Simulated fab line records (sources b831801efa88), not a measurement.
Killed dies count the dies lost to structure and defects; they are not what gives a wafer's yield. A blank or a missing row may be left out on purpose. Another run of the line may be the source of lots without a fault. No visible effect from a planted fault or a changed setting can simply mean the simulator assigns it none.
fab line records	flow sky130
[record] lots = 12	wafers = 36	lastDay = 50
route steps=708 shown LI_CONTACT@382 CONTACT@407
lots with no fault: from the same line, run without faults
startH: hours from the record's opening day to when the first of the lot's shown wafers began	waitH: time in hours since the lot's previous step	" repeats the value in the row above	L1.1+2: a single row standing in for several wafers	- either no value or no given start	* or withheld: withheld	< > ~ a bound
route shown NAME@n: names a module that has steps shown in the file, with the first one's number in the route	usual: mean and standard deviation over wafers with no fault	same: alike in all rows	chamber/n: place in a boat	sites: per-site readings	_std_site: the values' standard deviation	_edge_site: mean of outer sites minus mean of inner sites	radiusMm: how far each site lies from the wafer's centre	mask NAME#n: copy n	behind: the tool/chamber that last shaped the wafer	hold: the reason the lot was held/the length of the hold in hours/how it ended	device: whichever transistor did not switch (one of n, p or np)	end of line: the tests these same wafers got at the end of their route	where a step has no rows: the recipe by itself	killed: the dies lost at the first sort to structure and to defects; this is not the yield of the wafer	map: dies across one wafer; x = killed, . = not, _ = none there
set.NAME: the setting as run; set.NAME@STEP: as run at that earlier step	model.NAME: the simulator's own value behind a step, which no gauge read
steps of the route over a sample of lots; a table a step, a row a wafer
services: the hour from which a tool's chamber was out of use, counted from the record's first day as startH (under 0 if before that day), plus the number of hours and why
[[steps]]
[step SKY_LI_CONTACT_SPUTTER_20]
[recipe] material = TiN	targetThkNm = 20	chamberPressurePa = 5	powerW = 4000	timeS = 80
[usual] throttleValvePct = 29.7/0.98
lot.wafer	tool	chamber	startH	waitH	throttleValvePct
L369.2	pvdSputter-03	-	670.58	0.0	31.8
L369.3	"	-	"	"	29.1
L369.4	"	-	"	"	30.1
L371.1	pvdSputter-03	-	687.21	0.0	29.7
L371.2	"	-	"	"	27.8
L371.6	"	-	"	"	32.2
L372.1	pvdSputter-02	-	692.73	0.0	29.4
L372.5	"	-	"	"	29.6
L372.6	"	-	"	"	30.3
L374.2	pvdSputter-03	-	745.35	0.0	29.3
L374.5	"	-	"	"	27.8
L374.6	"	-	"	"	30.4
L376.1	pvdSputter-02	-	747.61	0.0	29.2
L376.3	"	-	"	"	30.2
L376.4	"	-	"	"	29.2
L377.2	pvdSputter-03	-	749.51	0.0	30.2
L377.5	"	-	"	"	29.4
L377.6	"	-	"	"	32.0
L379.1	pvdSputter-02	-	753.96	0.0	29.3
L379.3	"	-	"	"	29.2
L379.6	"	-	"	"	29.2
L378.1	pvdSputter-02	-	756.70	0.0	29.1
L378.3	"	-	"	"	30.0
L378.6	"	-	"	"	30.0
L388.2	pvdSputter-02	-	844.60	0.0	29.2
L388.3	"	-	"	"	30.2
L388.4	"	-	"	"	29.5
L390.3	pvdSputter-03	-	857.45	0.0	28.0
L390.4	"	-	"	"	29.1
L390.5	"	-	"	"	30.2
L391.1	pvdSputter-02	-	858.16	0.0	29.2
L391.3	"	-	"	"	29.6
L391.5	"	-	"	"	30.3
L392.1	pvdSputter-02	-	878.36	0.0	29.3
L392.2	"	-	"	"	29.2
L392.3	"	-	"	"	30.4
[step SKY_CONTACT_THK_MEAS_01]
[recipe] reads = Si3N4_of_CONTACT_CVD_00
[usual] CONTACT_CVD_00_THK = 75.1/0.91
lot.wafer	tool	chamber	startH	waitH	CONTACT_CVD_00_THK[nm]
L369.2	filmMetro-04	-	698.86	-	74.1
L369.3	"	-	"	"	74.5
L369.4	"	-	"	"	75.3
L371.1	filmMetro-01	-	716.35	-	73.8
L371.2	"	-	"	"	74.0
L371.6	"	-	"	"	75.9
L372.1	filmMetro-04	-	721.95	-	74.2
L372.5	"	-	"	"	75.4
L372.6	"	-	"	"	75.1
L374.2	filmMetro-01	-	773.41	-	74.3
L374.5	"	-	"	"	75.8
L374.6	"	-	"	"	76.0
L376.1	filmMetro-01	-	776.75	-	75.4
L376.3	"	-	"	"	74.2
L376.4	"	-	"	"	75.9
L377.2	filmMetro-01	-	778.88	-	74.7
L377.5	"	-	"	"	77.0
L377.6	"	-	"	"	76.4
L379.1	filmMetro-01	-	782.51	-	75.1
L379.3	"	-	"	"	75.2
L379.6	"	-	"	"	76.4
L378.1	filmMetro-01	-	785.72	-	74.5
L378.3	"	-	"	"	74.2
L378.6	"	-	"	"	75.4
L388.2	filmMetro-03	-	871.59	-	74.3
L388.3	"	-	"	"	74.6
L388.4	"	-	"	"	75.7
L390.3	filmMetro-03	-	885.03	-	75.0
L390.4	"	-	"	"	77.1
L390.5	"	-	"	"	75.9
L391.1	filmMetro-03	-	885.59	-	74.0
L391.3	"	-	"	"	74.3
L391.5	"	-	"	"	76.1
L392.1	filmMetro-01	-	905.98	-	73.4
L392.2	"	-	"	"	73.3
L392.3	"	-	"	"	73.9
[step SKY_CONTACT_HDPCVD_02]
[recipe] material = SiO2	targetThkNm = 565	sigmaOpenFrac = 0.3	timeS = 94.2	tempC = 600	sih4FlowSccm = 60	pressureMtorr = 6
[usual] sih4FlowSccm = 60.02/0.18
lot.wafer	tool	chamber	startH	waitH	sih4FlowSccm
L369.2	hdpcvd-01	0	698.91	0.0	60.36
L369.3	"	1	"	"	60.06
L369.4	"	1	"	"	60.07
L371.1	hdpcvd-02	2	716.41	0.1	60.20
L371.2	"	0	"	"	59.97
L371.6	"	0	"	"	60.01
L372.1	hdpcvd-01	1	722.01	0.1	60.21
L372.5	"	2	"	"	60.15
L372.6	"	1	"	"	60.25
L374.2	hdpcvd-01	0	773.46	0.0	59.87
L374.5	"	2	"	"	60.24
L374.6	"	0	"	"	59.81
L376.1	hdpcvd-01	2	776.81	0.1	59.78
L376.3	"	0	"	"	59.95
L376.4	"	1	"	"	60.12
L377.2	hdpcvd-01	0	778.93	0.0	60.02
L377.5	"	0	"	"	60.02
L377.6	"	2	"	"	59.98
L379.1	hdpcvd-01	0	782.57	0.1	60.12
L379.3	"	2	"	"	59.94
L379.6	"	2	"	"	60.02
L378.1	hdpcvd-01	2	785.78	0.1	59.56
L378.3	"	0	"	"	59.89
L378.6	"	2	"	"	59.87
L388.2	hdpcvd-01	0	871.64	0.0	60.03
L388.3	"	0	"	"	60.12
L388.4	"	1	"	"	60.15
L390.3	hdpcvd-01	2	885.07	0.0	60.22
L390.4	"	2	"	"	60.03
L390.5	"	1	"	"	60.07
L391.1	hdpcvd-01	2	885.65	0.1	60.00
L391.3	"	0	"	"	59.97
L391.5	"	2	"	"	60.08
L392.1	hdpcvd-01	0	906.04	0.1	59.89
L392.2	"	2	"	"	60.08
L392.3	"	1	"	"	59.97
[step SKY_CONTACT_THK_MEAS_03]
[recipe] reads = SiO2_of_CONTACT_HDPCVD_02
[usual] CONTACT_HDPCVD_THK = 563/4.9
lot.wafer	tool	chamber	startH	waitH	CONTACT_HDPCVD_THK[nm]
L369.2	filmMetro-01	-	698.99	0.0	565
L369.3	"	-	"	"	564
L369.4	"	-	"	"	566
L371.1	filmMetro-03	-	716.48	0.0	556
L371.2	"	-	"	"	568
L371.6	"	-	"	"	565
L372.1	filmMetro-01	-	722.08	0.0	567
L372.5	"	-	"	"	566
L372.6	"	-	"	"	567
L374.2	filmMetro-03	-	773.57	0.1	563
L374.5	"	-	"	"	563
L374.6	"	-	"	"	570
L376.1	filmMetro-04	-	776.88	0.0	568
L376.3	"	-	"	"	566
L376.4	"	-	"	"	567
L377.2	filmMetro-04	-	779.01	0.0	1012
L377.5	"	-	"	"	1010
L377.6	"	-	"	"	1010
L379.1	filmMetro-04	-	782.64	0.0	1004
L379.3	"	-	"	"	1003
L379.6	"	-	"	"	1014
L378.1	filmMetro-04	-	785.85	0.0	1014
L378.3	"	-	"	"	1011
L378.6	"	-	"	"	1020
L388.2	filmMetro-01	-	871.76	0.1	563
L388.3	"	-	"	"	561
L388.4	"	-	"	"	565
L390.3	filmMetro-01	-	885.16	0.1	555
L390.4	"	-	"	"	561
L390.5	"	-	"	"	567
L391.1	filmMetro-04	-	885.72	0.0	564
L391.3	"	-	"	"	567
L391.5	"	-	"	"	565
L392.1	filmMetro-03	-	906.11	0.0	560
L392.2	"	-	"	"	563
L392.3	"	-	"	"	555
[step SKY_CONTACT_CMP_04]
[recipe] material = SiO2	downForcePsi = 4	platenRpm = 60	padVelocityMS = 0.94248
[usual] motorCurrentA = 11.8/0.88	timeToEndpointS = 82/3.5
lot.wafer	tool	chamber	startH	waitH	motorCurrentA	timeToEndpointS
L369.3	cmp-01	1	699.04	0.0	11.1	82
L369.2	"	2	"	"	14.1	78
L369.4	"	3	"	"	10.9	84
L371.1	cmp-02	0	716.59	0.1	11.2	79
L371.2	"	2	"	"	11.5	86
L371.6	"	3	"	"	11.4	81
L372.1	cmp-02	2	722.14	0.1	11.5	85
L372.6	"	2	"	"	11.5	86
L372.5	"	3	"	"	11.7	85
L374.2	cmp-01	3	773.67	0.1	11.3	78
L374.6	"	2	"	"	13.2	81
L374.5	"	3	"	"	11.1	78
L376.1	cmp-02	2	776.94	0.1	12.8	92
L376.3	"	3	"	"	11.8	87
L376.4	"	0	"	"	11.5	86
L377.2	cmp-02	3	779.21	0.2	11.5	251
L377.5	"	0	"	"	11.2	255
L377.6	"	1	"	"	10.9	247
L379.1	cmp-02	2	782.75	0.1	11.4	252
L379.3	"	0	"	"	12.1	246
L379.6	"	2	"	"	12.2	256
L378.1	cmp-01	2	785.91	0.1	13.8	232
L378.3	"	3	"	"	11.1	237
L378.6	"	3	"	"	11.8	239
L388.2	cmp-02	0	871.81	0.0	11.5	86
L388.3	"	2	"	"	11.7	84
L388.4	"	3	"	"	11.6	88
L390.4	cmp-02	1	885.30	0.1	10.9	83
L390.3	"	2	"	"	12.2	82
L390.5	"	0	"	"	11.4	87
L391.1	cmp-02	2	885.80	0.1	12.1	84
L391.3	"	3	"	"	12.3	85
L391.5	"	3	"	"	10.8	83
L392.2	cmp-02	0	906.17	0.0	11.1	84
L392.1	"	1	"	"	10.9	85
L392.3	"	3	"	"	11.4	84
[step SKY_CONTACT_CD_MEAS_14]
[recipe] targetCdNm = 170
[usual] cdNm = 169.7/1.4
lot.wafer	tool	chamber	startH	waitH	cdNm
L369.2	cdSem-01	-	726.44	-	169.3
L369.3	"	-	"	"	172.2
L369.4	"	-	"	"	171.4
L371.1	cdSem-02	-	744.41	-	169.0
L371.2	"	-	"	"	170.9
L371.6	"	-	"	"	169.3
L372.1	cdSem-01	-	749.21	-	169.2
L372.5	"	-	"	"	167.8
L372.6	"	-	"	"	169.1
L374.2	cdSem-01	-	800.73	-	168.8
L374.5	"	-	"	"	167.7
L374.6	"	-	"	"	166.8
L376.1	cdSem-01	-	803.51	-	169.8
L376.3	"	-	"	"	171.3
L376.4	"	-	"	"	170.7
L377.2	cdSem-02	-	805.98	-	170.4
L377.5	"	-	"	"	169.7
L377.6	"	-	"	"	171.1
L379.1	cdSem-02	-	809.42	-	171.0
L379.3	"	-	"	"	170.3
L379.6	"	-	"	"	169.9
L378.1	cdSem-02	-	813.06	-	170.8
L378.3	"	-	"	"	168.1
L378.6	"	-	"	"	169.6
L388.2	cdSem-01	-	898.08	-	170.5
L388.3	"	-	"	"	169.6
L388.4	"	-	"	"	170.2
L390.3	cdSem-01	-	911.25	-	169.6
L390.4	"	-	"	"	170.3
L390.5	"	-	"	"	169.6
L391.1	cdSem-01	-	911.62	-	171.8
L391.3	"	-	"	"	171.1
L391.5	"	-	"	"	172.9
L392.1	cdSem-01	-	931.37	-	171.1
L392.2	"	-	"	"	170.0
L392.3	"	-	"	"	170.6
[[services]]
tool	chamber	startH	hours	kind
hdpcvd-01	-	650.75	15.0	pm
hdpcvd-01	0	650.75	15.0	ventCycle
hdpcvd-01	1	650.75	15.0	ventCycle
hdpcvd-01	2	650.75	15.0	ventCycle
hdpcvd-01	0	665.75	-	clean
hdpcvd-01	1	665.75	-	clean
hdpcvd-01	2	665.75	-	clean
cmp-02	-	674.40	0.5	repair
pvdSputter-02	-	714.69	1.1	repair
cmp-02	-	730.48	7.9	pm
cmp-01	-	744.00	4.0	pm
cmp-01	-	746.87	5.5	repair
hdpcvd-01	1	765.56	11.0	repair
hdpcvd-02	-	768.27	28.1	pm
hdpcvd-01	-	796.37	6.0	pm
pvdSputter-02	3	832.59	-	consumableReplace:kit
pvdSputter-02	3	832.59	18.0	scheduledDown
pvdSputter-02	-	850.07	1.9	repair
hdpcvd-01	2	860.01	12.4	repair
cmp-01	-	861.58	4.8	pm
hdpcvd-02	-	877.24	14.6	pm
cmp-01	-	884.46	1.6	repair
cmp-02	-	895.34	0.5	repair
cmp-01	-	901.76	2.8	repair
[[key]]
[firstSign] step = SKY_CONTACT_THK_MEAS_03	reading = CONTACT_HDPCVD_THK	direction = up	sigmas = 91	usual = 563	struck = 1011
[effect] step = SKY_CONTACT_CMP_04	reading = timeToEndpointS	direction = up	sigmas = 46	usual = *	struck = *
metAt SKY_CONTACT_HDPCVD_02
struckLots L377,L378,L379
testerLeftOut L377,L378,L379
notActingAt SKY_LI_CONTACT_SPUTTER_20,SKY_CONTACT_THK_MEAS_01,SKY_CONTACT_CD_MEAS_14
onsetBetween 776.81 778.93
[fault] kind = processParameterDrift	tool = hdpcvd-01	chamber = -	onsetH = 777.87	steps = SKY_CONTACT_HDPCVD_02	channel = targetThkNm	offset = 452.35	shape = step	endH = 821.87	actsIn = theseRecipesOnly	stated = 565
// testerLeftOut: of these lots the tester's yield and bins aren't shown, on N5 and GAA mostly nor the transistor test; their killed dies are dies lost to structure and defects alone, not to doping, threshold or leakage, so they don't give the yield
